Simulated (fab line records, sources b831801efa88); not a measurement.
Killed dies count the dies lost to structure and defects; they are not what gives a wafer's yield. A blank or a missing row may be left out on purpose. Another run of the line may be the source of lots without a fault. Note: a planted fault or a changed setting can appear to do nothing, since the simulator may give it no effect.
Which tool was responsible? / flow gf180mcu / 11 lots with 33 wafers sampled at 6 steps, on a route of 602 steps

WHAT THE GAUGES READ, wafer by wafer
GF_PSD_RS_MEAS_14: measures by four-point-probe. Usual: NSD_RS gives 46.14 ohm/sq (standard deviation 0.074).
lot=L794; measured=day 14 09:53; on=filmMetro-02; NSD_RS (ohm/sq)=46.22 46.26 46.24; flag=
lot=L795; measured=day 14 16:31; on=filmMetro-02; NSD_RS (ohm/sq)=46.18 46.16 46.13; flag=
lot=L797; measured=day 15 13:29; on=filmMetro-03; NSD_RS (ohm/sq)=46.24 46.20 46.29; flag=
lot=L798; measured=day 15 20:16; on=filmMetro-02; NSD_RS (ohm/sq)=46.20 46.16 46.19; flag=
lot=L805; measured=day 18 15:40; on=filmMetro-02; NSD_RS (ohm/sq)=46.12 46.13 46.11; flag=
lot=L806; measured=day 19 01:12; on=filmMetro-01; NSD_RS (ohm/sq)=47.02 46.83 46.86; flag=OFF
lot=L808; measured=day 19 11:32; on=filmMetro-01; NSD_RS (ohm/sq)=47.03 46.94 46.98; flag=OFF
lot=L810; measured=day 20 08:36; on=filmMetro-02; NSD_RS (ohm/sq)=46.22 46.31 46.08; flag=
lot=L814; measured=day 21 13:50; on=filmMetro-03; NSD_RS (ohm/sq)=46.03 46.07 46.10; flag=
lot=L815; measured=day 21 21:22; on=filmMetro-03; NSD_RS (ohm/sq)=46.13 46.12 46.16; flag=
lot=L816; measured=day 22 04:59; on=filmMetro-03; NSD_RS (ohm/sq)=46.21 46.15 46.13; flag=

GF_SAB_THK_MEAS_01. Usual: SAB_CVD_00_THK gives 49.9 nm (standard deviation 0.62).
lot=L794; measured=day 14 10:08; on=filmMetro-04; SAB_CVD_00_THK (nm)=49.7 48.6 50.2; flag=
lot=L795; measured=day 14 16:46; on=filmMetro-04; SAB_CVD_00_THK (nm)=49.8 50.6 51.2; flag=
lot=L797; measured=day 15 13:44; on=filmMetro-02; SAB_CVD_00_THK (nm)=49.3 50.0 50.3; flag=
lot=L798; measured=day 15 20:31; on=filmMetro-04; SAB_CVD_00_THK (nm)=49.2 48.3 49.0; flag=
lot=L805; measured=day 18 15:56; on=filmMetro-02; SAB_CVD_00_THK (nm)=50.2 49.1 50.5; flag=
lot=L806; measured=day 19 01:28; on=filmMetro-02; SAB_CVD_00_THK (nm)=49.5 49.9 49.5; flag=
lot=L808; measured=day 19 11:48; on=filmMetro-04; SAB_CVD_00_THK (nm)=49.6 49.9 51.2; flag=
lot=L810; measured=day 20 08:52; on=filmMetro-02; SAB_CVD_00_THK (nm)=49.4 49.0 50.6; flag=
lot=L814; measured=day 21 14:05; on=filmMetro-04; SAB_CVD_00_THK (nm)=50.7 49.8 50.5; flag=
lot=L815; measured=day 21 21:37; on=filmMetro-04; SAB_CVD_00_THK (nm)=49.1 49.1 50.4; flag=
lot=L816; measured=day 22 05:15; on=filmMetro-01; SAB_CVD_00_THK (nm)=48.7 49.6 50.0; flag=

EACH LOT AND THE TOOL THAT RAN IT (in order: tool; ch and the chambers of the sampled wafers; start)
lot=L794; GF_VT_IMPLANT_STRIP_42=plasmaAsher-01 ch 0,1, day 7 17:33; GF_HV_LDD_STRIP_37=plasmaAsher-02 ch 0,1, day 11 17:49; GF_NSD_IMPLANT_09=implanter-03 ch 0, day 13 12:29; GF_NSD_STRIP_11=plasmaAsher-03 ch 0,1, day 13 12:46
lot=L795; GF_VT_IMPLANT_STRIP_42=plasmaAsher-03 ch 0,1, day 8 00:32; GF_HV_LDD_STRIP_37=plasmaAsher-02 ch 1, day 12 00:31; GF_NSD_IMPLANT_09=implanter-01 ch 0, day 13 19:17; GF_NSD_STRIP_11=plasmaAsher-01 ch 0,1, day 13 19:35
lot=L797; GF_VT_IMPLANT_STRIP_42=plasmaAsher-01 ch 0,1, day 8 15:16; GF_HV_LDD_STRIP_37=plasmaAsher-01 ch 0,1, day 12 18:53; GF_NSD_IMPLANT_09=implanter-03 ch 0, day 14 15:22; GF_NSD_STRIP_11=plasmaAsher-01 ch 0,1, day 14 15:38
lot=L798; GF_VT_IMPLANT_STRIP_42=plasmaAsher-03 ch 0,1, day 8 22:17; GF_HV_LDD_STRIP_37=plasmaAsher-04 ch 0,1, day 13 01:25; GF_NSD_IMPLANT_09=implanter-01 ch 0, day 14 21:40; GF_NSD_STRIP_11=plasmaAsher-01 ch 0,1, day 14 21:58
lot=L805; GF_VT_IMPLANT_STRIP_42=plasmaAsher-01 ch 0,1, day 10 23:53; GF_HV_LDD_STRIP_37=plasmaAsher-02 ch 0,1, day 15 15:52; GF_NSD_IMPLANT_09=implanter-02 ch 0, day 17 15:52; GF_NSD_STRIP_11=plasmaAsher-03 ch 0,1, day 17 16:10
lot=L806; GF_VT_IMPLANT_STRIP_42=plasmaAsher-03 ch 0,1, day 11 05:08; GF_HV_LDD_STRIP_37=plasmaAsher-02 ch 0,1, day 16 01:25; GF_NSD_IMPLANT_09=implanter-01 ch 0, day 18 01:31; GF_NSD_STRIP_11=plasmaAsher-03 ch 0,1, day 18 01:49
lot=L808; GF_VT_IMPLANT_STRIP_42=plasmaAsher-04 ch 0,1, day 11 18:29; GF_HV_LDD_STRIP_37=plasmaAsher-02 ch 0,1, day 16 10:22; GF_NSD_IMPLANT_09=implanter-01 ch 0, day 18 12:04; GF_NSD_STRIP_11=plasmaAsher-03 ch 0,1, day 18 12:22
lot=L810; GF_VT_IMPLANT_STRIP_42=plasmaAsher-03 ch 0,1, day 12 08:08; GF_HV_LDD_STRIP_37=plasmaAsher-04 ch 0, day 17 05:40; GF_NSD_IMPLANT_09=implanter-03 ch 0, day 19 08:34; GF_NSD_STRIP_11=plasmaAsher-01 ch 0,1, day 19 08:52
lot=L814; GF_VT_IMPLANT_STRIP_42=plasmaAsher-04 ch 0,1, day 13 09:02; GF_HV_LDD_STRIP_37=plasmaAsher-04 ch 0,1, day 18 10:15; GF_NSD_IMPLANT_09=implanter-02 ch 0, day 20 12:49; GF_NSD_STRIP_11=plasmaAsher-01 ch 0,1, day 20 13:07
lot=L815; GF_VT_IMPLANT_STRIP_42=plasmaAsher-01 ch 0,1, day 13 18:24; GF_HV_LDD_STRIP_37=plasmaAsher-01 ch 1, day 18 19:36; GF_NSD_IMPLANT_09=implanter-03 ch 0, day 20 21:35; GF_NSD_STRIP_11=plasmaAsher-04 ch 0, day 20 21:52
lot=L816; GF_VT_IMPLANT_STRIP_42=plasmaAsher-04 ch 0,1, day 14 00:36; GF_HV_LDD_STRIP_37=plasmaAsher-02 ch 0,1, day 19 02:37; GF_NSD_IMPLANT_09=implanter-02 ch 0, day 21 04:19; GF_NSD_STRIP_11=plasmaAsher-01 ch 0,1, day 21 04:37
- GF_VT_IMPLANT_STRIP_42: strips in O2/N2.
- GF_HV_LDD_STRIP_37: strips in O2/N2.
- GF_NSD_IMPLANT_09
- GF_NSD_STRIP_11: strips in O2/N2.

AS READ BY THE TOOLS THEMSELVES (means over the sampled wafers that have a number; for cases with no such wafer, the mark the record gives instead)
GF_VT_IMPLANT_STRIP_42. Usual: drypumpMotorCurrentA 5.5 A, standard deviation 0.43; heaterPowerW 347 W, standard deviation 20; oesProductAu 0.716 a.u., standard deviation 0.0045; stripTimeToEndpointS 12.63 s, standard deviation 0.034.
lot=L794; tool=plasmaAsher-01; drypumpMotorCurrentA (A)=5.8; heaterPowerW (W)=351; oesProductAu (a.u.)=0.718; stripTimeToEndpointS (s)=12.64; flag=
lot=L795; tool=plasmaAsher-03; drypumpMotorCurrentA (A)=5.3; heaterPowerW (W)=358; oesProductAu (a.u.)=0.715; stripTimeToEndpointS (s)=12.63; flag=
lot=L797; tool=plasmaAsher-01; drypumpMotorCurrentA (A)=5.8; heaterPowerW (W)=350; oesProductAu (a.u.)=0.718; stripTimeToEndpointS (s)=12.64; flag=
lot=L798; tool=plasmaAsher-03; drypumpMotorCurrentA (A)=5.5; heaterPowerW (W)=344; oesProductAu (a.u.)=0.719; stripTimeToEndpointS (s)=12.59; flag=
lot=L805; tool=plasmaAsher-01; drypumpMotorCurrentA (A)=5.8; heaterPowerW (W)=348; oesProductAu (a.u.)=0.717; stripTimeToEndpointS (s)=12.61; flag=
lot=L806; tool=plasmaAsher-03; drypumpMotorCurrentA (A)=5.5; heaterPowerW (W)=341; oesProductAu (a.u.)=0.717; stripTimeToEndpointS (s)=12.63; flag=
lot=L808; tool=plasmaAsher-04; drypumpMotorCurrentA (A)=5.1; heaterPowerW (W)=337; oesProductAu (a.u.)=0.713; stripTimeToEndpointS (s)=12.58; flag=
lot=L810; tool=plasmaAsher-03; drypumpMotorCurrentA (A)=5.3; heaterPowerW (W)=360; oesProductAu (a.u.)=0.716; stripTimeToEndpointS (s)=12.63; flag=
lot=L814; tool=plasmaAsher-04; drypumpMotorCurrentA (A)=5.1; heaterPowerW (W)=336; oesProductAu (a.u.)=0.717; stripTimeToEndpointS (s)=12.64; flag=
lot=L815; tool=plasmaAsher-01; drypumpMotorCurrentA (A)=5.6; heaterPowerW (W)=339; oesProductAu (a.u.)=0.707; stripTimeToEndpointS (s)=12.60; flag=
lot=L816; tool=plasmaAsher-04; drypumpMotorCurrentA (A)=5.1; heaterPowerW (W)=339; oesProductAu (a.u.)=0.713; stripTimeToEndpointS (s)=12.62; flag=

GF_HV_LDD_STRIP_37. Usual: drypumpMotorCurrentA 5.6 A, standard deviation 0.52; heaterPowerW 331 W, standard deviation 22; oesProductAu 0.717 a.u., standard deviation 0.0046; stripTimeToEndpointS 12.63 s, standard deviation 0.035.
lot=L794; tool=plasmaAsher-02; drypumpMotorCurrentA (A)=6.1; heaterPowerW (W)=307; oesProductAu (a.u.)=0.716; stripTimeToEndpointS (s)=12.69; flag=
lot=L795; tool=plasmaAsher-02; drypumpMotorCurrentA (A)=5.7; heaterPowerW (W)=325; oesProductAu (a.u.)=0.723; stripTimeToEndpointS (s)=12.66; flag=
lot=L797; tool=plasmaAsher-01; drypumpMotorCurrentA (A)=5.6; heaterPowerW (W)=349; oesProductAu (a.u.)=0.716; stripTimeToEndpointS (s)=12.65; flag=
lot=L798; tool=plasmaAsher-04; drypumpMotorCurrentA (A)=5.1; heaterPowerW (W)=337; oesProductAu (a.u.)=0.719; stripTimeToEndpointS (s)=12.66; flag=
lot=L805; tool=plasmaAsher-02; drypumpMotorCurrentA (A)=5.9; heaterPowerW (W)=317; oesProductAu (a.u.)=0.712; stripTimeToEndpointS (s)=12.61; flag=
lot=L806; tool=plasmaAsher-02; drypumpMotorCurrentA (A)=5.9; heaterPowerW (W)=317; oesProductAu (a.u.)=0.719; stripTimeToEndpointS (s)=12.65; flag=
lot=L808; tool=plasmaAsher-02; drypumpMotorCurrentA (A)=6.1; heaterPowerW (W)=305; oesProductAu (a.u.)=0.719; stripTimeToEndpointS (s)=12.65; flag=
lot=L810; tool=plasmaAsher-04; drypumpMotorCurrentA (A)=5.8; heaterPowerW (W)=359; oesProductAu (a.u.)=0.717; stripTimeToEndpointS (s)=12.60; flag=
lot=L814; tool=plasmaAsher-04; drypumpMotorCurrentA (A)=5.4; heaterPowerW (W)=356; oesProductAu (a.u.)=0.725; stripTimeToEndpointS (s)=12.64; flag=
lot=L815; tool=plasmaAsher-01; drypumpMotorCurrentA (A)=5.4; heaterPowerW (W)=336; oesProductAu (a.u.)=0.717; stripTimeToEndpointS (s)=12.65; flag=
lot=L816; tool=plasmaAsher-02; drypumpMotorCurrentA (A)=6.1; heaterPowerW (W)=309; oesProductAu (a.u.)=0.716; stripTimeToEndpointS (s)=12.63; flag=

GF_NSD_IMPLANT_09. Usual: beamEnergyKeV 60.002, standard deviation 0.019; endStationPressureTorr 1.32e-05 Torr, standard deviation 1.6e-06.
lot=L794; tool=implanter-03; beamEnergyKeV=60.003; endStationPressureTorr (Torr)=1.06e-05; flag=
lot=L795; tool=implanter-01; beamEnergyKeV=59.993; endStationPressureTorr (Torr)=1.41e-05; flag=
lot=L797; tool=implanter-03; beamEnergyKeV=60.028; endStationPressureTorr (Torr)=1.13e-05; flag=
lot=L798; tool=implanter-01; beamEnergyKeV=60.009; endStationPressureTorr (Torr)=1.38e-05; flag=
lot=L805; tool=implanter-02; beamEnergyKeV=60.002; endStationPressureTorr (Torr)=1.36e-05; flag=
lot=L806; tool=implanter-01; beamEnergyKeV=57.008; endStationPressureTorr (Torr)=1.29e-05; flag=OFF
lot=L808; tool=implanter-01; beamEnergyKeV=57.004; endStationPressureTorr (Torr)=1.39e-05; flag=OFF
lot=L810; tool=implanter-03; beamEnergyKeV=60.018; endStationPressureTorr (Torr)=1.14e-05; flag=
lot=L814; tool=implanter-02; beamEnergyKeV=60.014; endStationPressureTorr (Torr)=1.46e-05; flag=
lot=L815; tool=implanter-03; beamEnergyKeV=59.993; endStationPressureTorr (Torr)=1.18e-05; flag=
lot=L816; tool=implanter-02; beamEnergyKeV=60.002; endStationPressureTorr (Torr)=1.52e-05; flag=

GF_NSD_STRIP_11. Usual: drypumpMotorCurrentA 5.5 A, standard deviation 0.43; heaterPowerW 346 W, standard deviation 20; oesProductAu 0.486 a.u., standard deviation 0.0051; stripTimeToEndpointS 22.96 s, standard deviation 0.038.
lot=L794; tool=plasmaAsher-03; drypumpMotorCurrentA (A)=5.6; heaterPowerW (W)=337; oesProductAu (a.u.)=0.485; stripTimeToEndpointS (s)=22.96; flag=
lot=L795; tool=plasmaAsher-01; drypumpMotorCurrentA (A)=5.8; heaterPowerW (W)=343; oesProductAu (a.u.)=0.487; stripTimeToEndpointS (s)=22.95; flag=
lot=L797; tool=plasmaAsher-01; drypumpMotorCurrentA (A)=5.8; heaterPowerW (W)=347; oesProductAu (a.u.)=0.485; stripTimeToEndpointS (s)=22.98; flag=
lot=L798; tool=plasmaAsher-01; drypumpMotorCurrentA (A)=5.8; heaterPowerW (W)=354; oesProductAu (a.u.)=0.484; stripTimeToEndpointS (s)=22.96; flag=
lot=L805; tool=plasmaAsher-03; drypumpMotorCurrentA (A)=5.5; heaterPowerW (W)=337; oesProductAu (a.u.)=0.492; stripTimeToEndpointS (s)=23.05; flag=
lot=L806; tool=plasmaAsher-03; drypumpMotorCurrentA (A)=5.5; heaterPowerW (W)=337; oesProductAu (a.u.)=0.486; stripTimeToEndpointS (s)=22.53; flag=OFF
lot=L808; tool=plasmaAsher-03; drypumpMotorCurrentA (A)=5.5; heaterPowerW (W)=338; oesProductAu (a.u.)=0.488; stripTimeToEndpointS (s)=22.51; flag=OFF
lot=L810; tool=plasmaAsher-01; drypumpMotorCurrentA (A)=5.6; heaterPowerW (W)=346; oesProductAu (a.u.)=0.485; stripTimeToEndpointS (s)=22.93; flag=
lot=L814; tool=plasmaAsher-01; drypumpMotorCurrentA (A)=5.6; heaterPowerW (W)=344; oesProductAu (a.u.)=0.480; stripTimeToEndpointS (s)=22.92; flag=
lot=L815; tool=plasmaAsher-04; drypumpMotorCurrentA (A)=5.8; heaterPowerW (W)=359; oesProductAu (a.u.)=0.487; stripTimeToEndpointS (s)=22.98; flag=
lot=L816; tool=plasmaAsher-01; drypumpMotorCurrentA (A)=5.8; heaterPowerW (W)=348; oesProductAu (a.u.)=0.483; stripTimeToEndpointS (s)=22.92; flag=

THE ANSWER, worked out from the rows above alone
Rule: a lot is off if the mean of its wafers that have a number lies more than 3 standard deviations from the usual mean. A lot without any number at a reading at which 4 lots or more have one is off too. Where the step has rows for the other lots, those lots are counted as sound. First the gauges in route order, then the tools' own readings, where a lot's mean is used as printed above. The first step at which some lot is off is used, and at that step the reading that is off furthest; a lot without a number counts as furthest.
Off: at GF_PSD_RS_MEAS_14 (NSD_RS), L806, L808.
If a tool, at a process step before that reading, ran all the lots that are off and no sound lot after the first of them, it fits. The gauges at GF_PSD_RS_MEAS_14 aren't tried: what is off there is off at GF_NSD_IMPLANT_09 too, on other tools, and a gauge's error can't cause that. Undecided on this evidence; 2 tools fit (implanter-01 at GF_NSD_IMPLANT_09, plasmaAsher-03 at GF_NSD_STRIP_11).

WHAT THE SIMULATOR HAD INSERTED
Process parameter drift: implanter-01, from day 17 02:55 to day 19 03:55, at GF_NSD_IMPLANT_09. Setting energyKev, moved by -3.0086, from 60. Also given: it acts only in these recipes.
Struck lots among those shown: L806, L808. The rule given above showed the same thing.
